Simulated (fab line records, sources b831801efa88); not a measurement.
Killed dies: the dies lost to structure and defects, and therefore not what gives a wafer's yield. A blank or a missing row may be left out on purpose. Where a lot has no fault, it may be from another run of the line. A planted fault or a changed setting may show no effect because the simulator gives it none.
fab line records	flow sfqLine
record: lots: 15	wafers: 45	lastDay: 88
route steps=325 shown I3@137 M6@261 M7@282
lots untouched by any fault: they come from a run of this same line in which no faults occurred
startH: hours from the record's opening day to when the first of the lot's shown wafers began	waitH: how many hours have passed since the lot's step before this one	" repeats the value in the row above	L1.1+2: one row covering several wafers at once	- either no value or no given start	* or withheld: withheld	< > ~ a bound
route shown NAME@n: a module of which the file shows steps, and the number in the route of the first	usual: mean/standard deviation taken from wafers without a fault	same: alike in all rows	chamber/n: place in a boat	sites: the reading at each site	_std_site: their standard deviation	_edge_site: inner sites' mean taken away from outer sites' mean	radiusMm: how far each site lies from the wafer's centre	mask NAME#n: copy n	behind: the last tool/chamber to shape the wafer	hold: why the lot went on hold/how many hours it stayed there/how the hold came to an end	device: which transistor (n, p or np) failed to switch	end of line: at the end of the route, the tests of the same wafers	a step with no rows: only its recipe	killed: the dies lost at the first sort to structure and to defects; this is not the yield of the wafer	map: the dies of a wafer, with x for killed, . for not killed, _ for no die there
set.NAME: setting as actually run; set.NAME@STEP: the setting as run at that earlier step	model.NAME: the simulator's own value behind a step, which no gauge read
steps of the route over a sample of lots; a table a step, a row a wafer
services: when a tool's chamber went out of use (startH, in hours from the record's first day, below 0 if earlier), for how many hours, and the reason
== steps ==
step: SFQ_TRILAYER_I3_VIA_LITHO_COAT_090
recipe: resist: BARC	spinRpm: 3000	resistThkNm: 62
usual: dispensePressureKPa: 49/3.3	spinSpeedRpm: 3000.4/2
lot.wafer	tool	chamber	startH	waitH	dispensePressureKPa	spinSpeedRpm
L825.1	lithoTrack-01	0	1036.72	1.0	54	3001.4
L825.3	"	0	"	"	54	3000.0
L825.6	"	0	"	"	54	3001.3
L826.2	lithoTrack-01	0	1042.77	0.8	54	3000.9
L826.3	"	0	"	"	54	3002.4
L826.4	"	0	"	"	54	2998.7
L827.2	lithoTrack-01	0	1045.78	0.8	54	2998.1
L827.3	"	0	"	"	54	3001.9
L827.5	"	0	"	"	54	2998.1
L828.3	lithoTrack-04	0	1048.82	0.7	46	2999.3
L828.4	"	0	"	"	46	3003.1
L828.6	"	0	"	"	46	3002.1
L829.1	lithoTrack-02	0	1051.95	1.0	49	3001.1
L829.2	"	0	"	"	49	2999.5
L829.5	"	0	"	"	49	2999.0
L830.1	lithoTrack-01	0	1077.25	1.1	54	3000.6
L830.2	"	0	"	"	54	3001.4
L830.6	"	0	"	"	54	3000.8
L831.1	lithoTrack-02	0	1082.80	1.0	49	3001.3
L831.3	"	0	"	"	49	3001.9
L831.5	"	0	"	"	49	3002.3
L833.1	lithoTrack-04	0	1214.81	1.0	46	2997.8
L833.3	"	0	"	"	46	3000.9
L833.4	"	0	"	"	46	2999.9
L834.3	lithoTrack-01	0	1220.91	0.7	54	3001.3
L834.4	"	0	"	"	54	2998.5
L834.5	"	0	"	"	54	3000.3
L835.3	lithoTrack-04	0	1228.22	0.7	46	2953.3
L835.4	"	0	"	"	46	2954.2
L835.5	"	0	"	"	46	2950.8
L837.1	lithoTrack-01	0	1231.12	1.0	54	2996.9
L837.3	"	0	"	"	54	3001.6
L837.4	"	0	"	"	54	2998.1
L838.3	lithoTrack-04	0	1235.91	0.7	46	2955.7
L838.4	"	0	"	"	46	2955.0
L838.6	"	0	"	"	46	2955.3
L840.3	lithoTrack-01	0	1241.91	0.7	54	3000.9
L840.5	"	0	"	"	54	3001.3
L840.6	"	0	"	"	54	2996.7
L841.3	lithoTrack-04	0	1244.91	0.7	46	2959.0
L841.4	"	0	"	"	46	2958.2
L841.5	"	0	"	"	46	2952.7
L842.1	lithoTrack-02	0	1246.25	1.0	49	3001.2
L842.3	"	0	"	"	49	3001.7
L842.6	"	0	"	"	49	3000.1
step: SFQ_M6_OVL_MEAS_940
usual: M6_OVL: -1/5.9
lot.wafer	tool	chamber	startH	waitH	M6_OVL[nm]
L825.1	overlay-01	-	1571.80	0.1	7
L825.3	"	-	"	"	10
L825.6	"	-	"	"	8
L826.2	overlay-01	-	1582.60	0.1	5
L826.3	"	-	"	"	5
L826.4	"	-	"	"	-1
L827.2	overlay-01	-	1688.48	0.1	-5
L827.3	"	-	"	"	2
L827.5	"	-	"	"	-3
L828.3	overlay-01	-	1690.89	0.1	-5
L828.4	"	-	"	"	7
L828.6	"	-	"	"	6
L829.1	overlay-02	-	1692.08	0.1	5
L829.2	"	-	"	"	-1
L829.5	"	-	"	"	1
L830.1	overlay-01	-	1715.65	0.1	-2
L830.2	"	-	"	"	-1
L830.6	"	-	"	"	0
L831.1	overlay-01	-	1716.85	0.1	0
L831.3	"	-	"	"	7
L831.5	"	-	"	"	-3
L833.1	overlay-02	-	1722.25	0.1	-8
L833.3	"	-	"	"	-5
L833.4	"	-	"	"	-2
L834.3	overlay-02	-	1723.46	0.1	-9
L834.4	"	-	"	"	-7
L834.5	"	-	"	"	-8
L835.3	overlay-02	-	1725.86	0.1	-5
L835.4	"	-	"	"	0
L835.5	"	-	"	"	-1
L837.1	overlay-02	-	1730.65	0.1	1
L837.3	"	-	"	"	5
L837.4	"	-	"	"	7
L838.3	overlay-02	-	1875.57	0.1	-5
L838.4	"	-	"	"	5
L838.6	"	-	"	"	2
L840.3	overlay-02	-	1920.43	0.1	-5
L840.5	"	-	"	"	-10
L840.6	"	-	"	"	-4
L841.3	overlay-02	-	1926.43	0.1	6
L841.4	"	-	"	"	10
L841.5	"	-	"	"	4
L842.1	overlay-01	-	2014.46	0.1	-2
L842.3	"	-	"	"	-7
L842.6	"	-	"	"	-9
step: SFQ_TRILAYER_M6_STRIP_STRIP_163
recipe: gas: O2	powerW: 200	platenTempC: 40	overashFraction: 0.65	chemistry: O2	pressureMtorr: 50
usual: drypumpMotorCurrentA: 6.0/0.45	oesProductAu: 1.000/0.0088
same: overashFraction: 0.65
lot.wafer	tool	chamber	startH	waitH	drypumpMotorCurrentA	oesProductAu	rfHoursCounterH
L825.1	rieMetal-01	0	1572.20	0.2	5.9	1.006	47
L825.3	"	0	"	"	5.9	1.005	-
L825.6	"	0	"	"	5.9	1.003	-
L826.2	rieMetal-03	1	1582.82	0.1	5.7	1.009	76
L826.3	"	0	"	"	6.6	1.001	-
L826.4	"	1	"	"	5.7	0.993	-
L827.2	rieMetal-03	0	1688.70	0.1	6.5	0.993	102
L827.3	"	0	"	"	6.6	0.999	-
L827.5	"	0	"	"	6.6	0.996	-
L828.3	rieMetal-01	1	1691.30	0.2	6.1	1.003	-
L828.4	"	0	"	"	6.0	1.005	-
L828.6	"	1	"	"	6.1	0.996	-
L829.1	rieMetal-04	1	1692.30	0.1	5.1	1.000	94
L829.2	"	0	"	"	6.4	1.007	100
L829.5	"	0	"	"	6.4	0.997	-
L830.1	rieMetal-03	0	1715.87	0.1	6.6	0.986	105
L830.2	"	1	"	"	5.7	1.003	93
L830.6	"	1	"	"	5.7	0.996	-
L831.1	rieMetal-04	1	1717.13	0.1	5.1	1.001	97
L831.3	"	1	"	"	5.1	1.003	-
L831.5	"	0	"	"	6.4	1.000	-
L833.1	rieMetal-03	1	1722.47	0.1	5.7	1.008	94
L833.3	"	1	"	"	5.7	1.002	-
L833.4	"	0	"	"	6.6	1.000	-
L834.3	rieMetal-04	0	1724.00	0.3	6.4	0.988	-
L834.4	"	1	"	"	5.1	1.002	-
L834.5	"	1	"	"	5.1	1.005	-
L835.3	rieMetal-04	1	1726.27	0.2	5.2	1.008	-
L835.4	"	0	"	"	6.4	0.989	-
L835.5	"	1	"	"	5.2	1.014	-
L837.1	rieMetal-01	0	1730.87	0.1	5.9	1.011	69
L837.3	"	0	"	"	5.9	1.018	-
L837.4	"	1	"	"	6.1	0.987	-
L838.3	rieMetal-01	0	1875.98	0.2	6.0	1.004	-
L838.4	"	1	"	"	6.1	1.004	-
L838.6	"	0	"	"	5.9	1.004	-
L840.3	rieMetal-01	1	1920.84	0.2	6.1	1.005	-
L840.5	"	1	"	"	6.1	0.997	-
L840.6	"	0	"	"	6.0	1.004	-
L841.3	rieMetal-01	0	1926.84	0.2	5.9	1.005	-
L841.4	"	1	"	"	6.1	1.004	-
L841.5	"	1	"	"	6.1	1.001	-
L842.1	rieMetal-01	0	2014.68	0.1	6.0	1.007	104
L842.3	"	1	"	"	6.1	1.004	-
L842.6	"	1	"	"	6.1	1.003	-
step: SFQ_TRILAYER_M7_DEP_SPUTTER_175
recipe: material: Nb	basePressurePa: 1.33e-06	chamberPressurePa: 0.1333	substrateTempC: 20	targetThkNm: 200	powerW: 2000	timeS: 133.3
usual: throttleValvePct: 29.8/0.78
lot.wafer	tool	chamber	startH	waitH	throttleValvePct
L825.1	pvdSputter-04	-	1590.79	0.0	31.1
L825.3	"	-	"	"	30.5
L825.6	"	-	"	"	30.7
L826.2	pvdSputter-04	-	1630.43	0.0	29.3
L826.3	"	-	"	"	30.8
L826.4	"	-	"	"	30.3
L827.2	pvdSputter-06	-	1697.13	0.0	29.4
L827.3	"	-	"	"	29.3
L827.5	"	-	"	"	29.8
L828.3	pvdSputter-04	-	1700.11	0.0	30.0
L828.4	"	-	"	"	30.6
L828.6	"	-	"	"	29.5
L829.1	pvdSputter-05	-	1701.33	0.0	28.7
L829.2	"	-	"	"	29.6
L829.5	"	-	"	"	28.5
L830.1	pvdSputter-06	-	1818.32	0.0	30.0
L830.2	"	-	"	"	29.5
L830.6	"	-	"	"	29.8
L831.1	pvdSputter-05	-	1823.20	0.0	28.8
L831.3	"	-	"	"	29.8
L831.5	"	-	"	"	30.2
L833.1	pvdSputter-04	-	1830.34	0.0	30.7
L833.3	"	-	"	"	30.5
L833.4	"	-	"	"	31.1
L834.3	pvdSputter-06	-	1836.34	0.0	29.5
L834.4	"	-	"	"	29.7
L834.5	"	-	"	"	30.0
L835.3	pvdSputter-04	-	1838.74	0.0	31.1
L835.4	"	-	"	"	30.6
L835.5	"	-	"	"	31.1
L837.1	pvdSputter-06	-	1843.52	0.0	28.3
L837.3	"	-	"	"	29.7
L837.4	"	-	"	"	29.4
L838.3	pvdSputter-04	-	1884.29	0.0	30.6
L838.4	"	-	"	"	30.6
L838.6	"	-	"	"	31.2
L840.3	pvdSputter-04	-	1960.09	0.0	29.1
L840.5	"	-	"	"	31.0
L840.6	"	-	"	"	30.5
L841.3	pvdSputter-06	-	1961.09	0.0	29.7
L841.4	"	-	"	"	29.9
L841.5	"	-	"	"	28.7
L842.1	pvdSputter-06	-	2095.97	0.0	29.4
L842.3	"	-	"	"	29.3
L842.6	"	-	"	"	29.2
== services ==
tool	chamber	startH	hours	kind
rieMetal-01	-	1062.38	2.8	pm
pvdSputter-06	-	1078.98	3.2	repair
pvdSputter-06	-	1104.24	2.2	repair
pvdSputter-04	-	1138.19	2.5	repair
rieMetal-01	-	1178.15	0.6	repair
pvdSputter-04	-	1189.09	1.5	repair
pvdSputter-06	-	1238.72	0.5	repair
pvdSputter-04	-	1294.94	0.5	repair
rieMetal-01	1	1406.15	2.0	repair
rieMetal-01	0	1413.45	4.8	repair
pvdSputter-06	-	1418.90	10.9	repair
rieMetal-01	-	1517.30	0.2	repair
pvdSputter-04	-	1559.65	1.4	repair
pvdSputter-04	-	1637.84	1.3	repair
pvdSputter-04	-	1644.94	3.8	repair
pvdSputter-04	-	1657.27	10.8	repair
pvdSputter-04	-	1671.14	5.7	repair
pvdSputter-04	-	1751.18	1.9	repair
pvdSputter-04	-	1767.53	1.4	repair
pvdSputter-04	-	1798.39	2.7	repair
pvdSputter-06	-	1819.66	0.6	repair
rieMetal-01	-	1921.96	1.4	pm
pvdSputter-06	-	1990.04	7.8	repair
pvdSputter-04	-	2055.94	5.9	repair
== key ==
firstSign: step: SFQ_TRILAYER_I3_VIA_LITHO_COAT_090	reading: spinSpeedRpm	direction: down	sigmas: 23	usual: 3000.4	struck: 2954.9
effect none on later readings
metAt SFQ_TRILAYER_I3_VIA_LITHO_COAT_090
struckLots L835,L838,L841
notActingAt SFQ_M6_OVL_MEAS_940,SFQ_TRILAYER_M6_STRIP_STRIP_163,SFQ_TRILAYER_M7_DEP_SPUTTER_175
onsetBetween 1214.81 1228.22
fault: kind: processParameterDrift	tool: lithoTrack-04	chamber: -	onsetH: 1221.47	steps: SFQ_TRILAYER_I3_VIA_LITHO_COAT_090	channel: spinRpm	offset: -45.114	shape: step	endH: 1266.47	actsIn: theseRecipesOnly	stated: 3000
